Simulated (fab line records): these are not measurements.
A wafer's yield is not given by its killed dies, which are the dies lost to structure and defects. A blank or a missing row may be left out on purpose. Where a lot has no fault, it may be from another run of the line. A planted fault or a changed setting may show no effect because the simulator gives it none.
Comparing a struck lot with a sound one / flow sky130 / 15 steps out of a route of 708
Sound: the wafers L727.1, L727.2, L727.4. Wafers L730.3, L730.4, L730.5 were the ones struck. The cause is named last.
Per side, at each step with rows, come the tool, then ch with its chambers, and then its first start. Under that, the readings that differ: sound wafers / struck wafers / difference of the means / sigmas: that difference in standard deviations of wafers without a fault.
alike: readings whose means differ by less than 2 such deviations, and words and numbers that are the same on both sides. not compared: withheld readings, readings that some wafer has no value for, bounds like >300 that may hide the same value, and numbers for which the record gives no deviation and whose values overlap.
The two part at a step that has a row with sigmas, a row that says differs or no value, or rows on one side only. Non-overlapping numbers with no deviation appear without sigmas and do not part them. A reading that every wafer of one side lacks parts them only if that side has two wafers or more.

SKY_POLY_GATE_ETCH_15: etches BARC in N2/H2, stops on SiO2, time 118.5 s, target depth 110 nm.
  sound on rieDiel-01 ch 1,2,3, day 16 15:22; struck on rieDiel-01 ch 0,3, day 17 14:32
reading=chamberPressureMTorr (mTorr); sound=29.938 30.003 29.988; struck=30.044 30.030 30.047; difference=+0.064; sigmas=+2
  alike: drypumpMotorCurrentA, oesProductAu, throttleValvePct
  not compared: rfHoursCounterH
SKY_POLY_GATE_ETCH_16: etches Si3N4 in CH3F/O2, stops on poly-Si, time 147.5 s, target depth 75 nm.
  sound on rieDiel-01 ch 1,2,3, day 16 15:28; struck on rieDiel-01 ch 0,3, day 17 14:37
  alike: chamberPressureMTorr, drypumpMotorCurrentA, oesProductAu, throttleValvePct
  not compared: rfHoursCounterH
SKY_POLY_GATE_ETCH_17: etches poly-Si in HBr/Cl2, stops on SiO2, target depth 180 nm, time 70.5 s.
  sound on rieSi-01 ch 0,1,2, day 16 15:33; struck on rieSi-02 ch 1,2,3, day 17 14:43
  alike: HBr_flow_sccm, chamberPressureMTorr, drypumpMotorCurrentA, oesProductAu, throttleValvePct
  not compared: rfHoursCounterH
SKY_POLY_GATE_STRIP_18: strips in O2/N2.
  sound on plasmaAsher-03 ch 0,1, day 16 15:37; struck on plasmaAsher-02 ch 0,1, day 17 14:49
  alike: chamberPressureMTorr, drypumpMotorCurrentA, oesProductAu, stripTimeToEndpointS
  not compared: rfHoursCounterH
then, 2 steps without rows for these wafers: SKY_POLY_GATE_CLEAN_19 (cleans in SC1/SC2, time 150 s); SKY_POLY_GATE_OXIDATION_20 (stabilise 600 s, purge 300 s, target thk 4 nm).
SKY_POLY_GATE_THK_MEAS_21:
  sound: filmMetro-01 at day 16 19:31; struck: filmMetro-03 at day 17 16:59
  alike: POLY_GATE_OXIDATION_THK
SKY_POLY_GATE_CD_MEAS_22:
  sound: cdSem-02 at day 16 19:35; struck: cdSem-02 at day 17 17:04
  alike: cdNm
then, 4 steps without rows for these wafers: SKY_LDD_N_DEHYDRATE_00 (time 60 s); SKY_LDD_N_HMDS_01 (prime time 60 s); SKY_LDD_N_COAT_02 (resist thk 300 nm); SKY_LDD_N_SOFTBAKE_03 (time 60 s).
SKY_LDD_N_EXPOSE_04: exposes mask NTM, target cd 840 nm.
  sound on ilineStepper-02 ch 0, day 17 09:53; struck on ilineStepper-02 ch 0, day 18 08:14
reading=mask; sound=NTM#0 NTM#0 NTM#0; struck=NTM_R1#0 NTM_R1#0 NTM_R1#0; difference=differs; sigmas=
after that, 1 step had no rows for these wafers: SKY_LDD_N_PEB_05.
-- record jumps: 28 days separate the struck wafers' starts on either side; left off in module LDD_N, taken up again in module PAD_OPEN, whose first shown step is the route's number 708 --
SKY_PAD_OPEN_PROBE_99:
  only the struck wafers here have rows in the record (prober-01, day 46 13:32); the sound ones have none

## WHERE THEY PART
Last at SKY_PAD_OPEN_PROBE_99 as far as this record goes, first at SKY_POLY_GATE_ETCH_15.

WHY: what had been put in by the simulator
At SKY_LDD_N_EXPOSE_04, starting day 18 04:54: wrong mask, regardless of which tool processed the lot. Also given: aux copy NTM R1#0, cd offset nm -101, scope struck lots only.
